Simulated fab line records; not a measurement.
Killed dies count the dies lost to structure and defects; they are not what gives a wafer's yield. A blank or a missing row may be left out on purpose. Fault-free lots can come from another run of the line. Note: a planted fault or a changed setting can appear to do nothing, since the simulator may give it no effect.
The tool behind it: which one? -- flow sky130 -- 12 lots with 35 wafers sampled at 5 steps, on a route of 708 steps

WHAT EACH GAUGE READ, for each wafer
SKY_SONOS_ONO_CD_MEAS_13: target cd 410 nm.
lot,measured,on,cd-nm (nm)
L215,day 11 03:13,cd-sem-02,411.0 412.3 411.4
L219,day 14 06:44,cd-sem-02,411.8 411.2 413.0
L220,day 14 15:11,cd-sem-01,408.2 407.0 407.6
L221,day 14 23:55,cd-sem-02,412.4 411.0 410.6
L223,day 15 19:11,cd-sem-01,413.7 409.0 412.3
L226,day 16 18:04,cd-sem-01,412.1 414.9 417.1
L228,day 18 23:44,cd-sem-02,407.4 406.8 407.4
L231,day 19 00:21,cd-sem-02,408.4 410.9 411.3
L230,day 19 01:04,cd-sem-01,411.7 412.3 409.6
L229,day 19 01:13,cd-sem-02,409.7 408.8
L237,day 21 01:31,cd-sem-01,407.9 410.4 409.3
L238,day 21 13:10,cd-sem-01,410.0 407.5 410.4

SKY_RES_PROTECT_TW_MEAS_08.
lot,measured,on,POLY_GATE_TW
L215,day 13 12:12,film-metro-02,4114 4121 4094
L219,day 16 20:31,film-metro-04,4047 4051 4048
L220,day 17 05:16,film-metro-02,4112 4094 4100
L221,day 17 13:34,film-metro-02,4097 4081 4117
L223,day 18 17:40,film-metro-04,4035 4035 4048
L226,day 19 15:19,film-metro-02,4099 4085 4064
L228,day 21 22:38,film-metro-04,4046 4044 4056
L231,day 21 22:54,film-metro-02,4065 4057 4075
L230,day 21 23:14,film-metro-04,4012 4057 4052
L229,day 21 23:40,film-metro-04,4038 4047
L237,day 23 23:25,film-metro-02,4049 4056 4052
L238,day 24 09:06,film-metro-02,4059 4075 4063

SKY_LDD_HVN_OVL_MEAS_07.
lot,measured,on,LDD_HVN_OVL (nm)
L215,day 18 14:00,overlay-01,0.5 0.0 1.3
L219,day 22 05:07,overlay-02,1.3 1.1 1.5
L220,day 22 13:57,overlay-02,2.4 0.4 1.9
L221,day 23 00:06,overlay-02,1.3 0.5 0.7
L223,day 24 04:05,overlay-02,0.9 0.4 1.0
L226,day 25 00:30,overlay-02,0.2 0.6 2.2
L228,day 27 04:46,overlay-01,0.6 0.9 -1.3
L231,day 27 05:15,overlay-01,-1.2 -0.2 -0.6
L230,day 27 05:34,overlay-01,2.5 1.7 2.8
L229,day 27 07:28,overlay-01,1.5 -0.1
L237,day 29 06:00,overlay-01,2.2 0.7 1.7
L238,day 29 10:54,overlay-02,0.4 -0.4 0.5

TOOL THAT RAN EACH LOT (tool first, then ch and the chambers of the sampled wafers, then the start)
lot,SKY_POLY_GATE_ETCH_17,SKY_POLY_GATE_STRIP_18
L215,"rie-si-02 ch 0,2,3, day 14 21:43","plasma-asher-03 ch 1, day 14 21:46"
L219,"rie-si-02 ch 1,2,3, day 18 04:01","plasma-asher-03 ch 0,1, day 18 04:04"
L220,"rie-si-02 ch 0,1, day 18 14:55","plasma-asher-03 ch 0,1, day 18 14:58"
L221,"rie-si-01 ch 1,2,3, day 18 23:04","plasma-asher-03 ch 0,1, day 18 23:07"
L223,"rie-si-02 ch 0,1,3, day 20 02:43","plasma-asher-04 ch 0,1, day 20 02:46"
L226,"rie-si-01 ch 0,3, day 21 00:01","plasma-asher-04 ch 1, day 21 00:04"
L228,"rie-si-02 ch 0,2,3, day 23 07:11","plasma-asher-03 ch 0,1, day 23 07:15"
L231,"rie-si-01 ch 1,2,3, day 23 09:04","plasma-asher-03 ch 0, day 23 09:07"
L230,"rie-si-02 ch 1,3, day 23 09:20","plasma-asher-04 ch 0,1, day 23 09:26"
L229,"rie-si-02 ch 1,2, day 23 09:41","plasma-asher-04 ch 0,1, day 23 09:45"
L237,"rie-si-01 ch 0,1, day 25 08:47","plasma-asher-03 ch 0,1, day 25 08:51"
L238,"rie-si-01 ch 0,2,3, day 25 16:50","plasma-asher-01 ch 0,1, day 25 16:53"
- SKY_POLY_GATE_ETCH_17: etches poly-Si in HBr/Cl2, stops on SiO2, target depth 180 nm, time 70.5 s.
- SKY_POLY_GATE_STRIP_18: strips in O2/N2.

WHAT THE TOOLS THEMSELVES READ (means of the sampled wafers that have a number; where no wafer has one, the mark that the record gives instead)
SKY_POLY_GATE_ETCH_17.
lot,tool,drypump-motor-current-A (A),mfc-cl2-sccm (sccm),oes-product-au (a.u.),throttle-valve-pct (%)
L215,rie-si-02,5.6,50.11,0.991,33.685
L219,rie-si-02,5.7,49.93,0.998,33.679
L220,rie-si-02,5.7,49.94,0.991,33.694
L221,rie-si-01,5.5,49.98,0.986,33.681
L223,rie-si-02,5.9,50.02,0.995,33.688
L226,rie-si-01,5.6,50.14,0.969,33.682
L228,rie-si-02,5.6,49.92,0.992,33.686
L231,rie-si-01,5.5,50.08,0.993,33.682
L230,rie-si-02,6.0,49.96,0.990,33.679
L229,rie-si-02,5.5,49.96,0.992,33.678
L237,rie-si-01,5.8,49.86,0.995,33.687
L238,rie-si-01,5.6,50.09,0.981,33.686

SKY_POLY_GATE_STRIP_18.
lot,tool,drypump-motor-current-A (A),oes-product-au (a.u.),strip-time-to-endpoint-s (s)
L215,plasma-asher-03,5.3,0.365,3.155
L219,plasma-asher-03,5.6,0.362,3.192
L220,plasma-asher-03,5.5,0.362,3.156
L221,plasma-asher-03,5.6,0.357,3.138
L223,plasma-asher-04,5.9,0.360,3.173
L226,plasma-asher-04,5.1,0.354,3.156
L228,plasma-asher-03,5.5,0.357,3.137
L231,plasma-asher-03,5.7,0.363,3.184
L230,plasma-asher-04,5.9,0.357,3.006
L229,plasma-asher-04,5.7,0.343,2.978
L237,plasma-asher-03,5.4,0.364,3.160
L238,plasma-asher-01,5.6,0.361,3.134

THE ANSWER, worked out from the rows above alone
Rule: what is usual is taken from the lots themselves. The widest of any qualifying gaps counts: lots, ordered by their means at a reading, are off when they make up no more than a third of the lots, leave a main group of 4 or more, and stand apart from it by 3 or more times the standard deviation of that group's means. A main group is skipped when, at the precision printed for the reading in the tables above, its means are all equal. Also off: a lot with no number at a reading for which 4 or more lots have one. Where the step has rows for the other lots, those lots are counted as sound. The gauges are gone through in route order, then the tools' own readings, and for those a lot's mean is taken as printed above. At the first step where some lot is off, the reading lying furthest off is the one used; lots without a number count as furthest.
Off: L230, L229, at SKY_POLY_GATE_STRIP_18 (strip-time-to-endpoint-s). Main group: mean 3.159 s, sd 0.019.
A tool fits if, at that step or a process step before it, it ran every lot that is off, and no sound lot after the first of them. Can't be told from this: 2 tools fit, rie-si-02 at SKY_POLY_GATE_ETCH_17, plasma-asher-04 at SKY_POLY_GATE_STRIP_18.

WHAT THE SIMULATOR HAD INSERTED
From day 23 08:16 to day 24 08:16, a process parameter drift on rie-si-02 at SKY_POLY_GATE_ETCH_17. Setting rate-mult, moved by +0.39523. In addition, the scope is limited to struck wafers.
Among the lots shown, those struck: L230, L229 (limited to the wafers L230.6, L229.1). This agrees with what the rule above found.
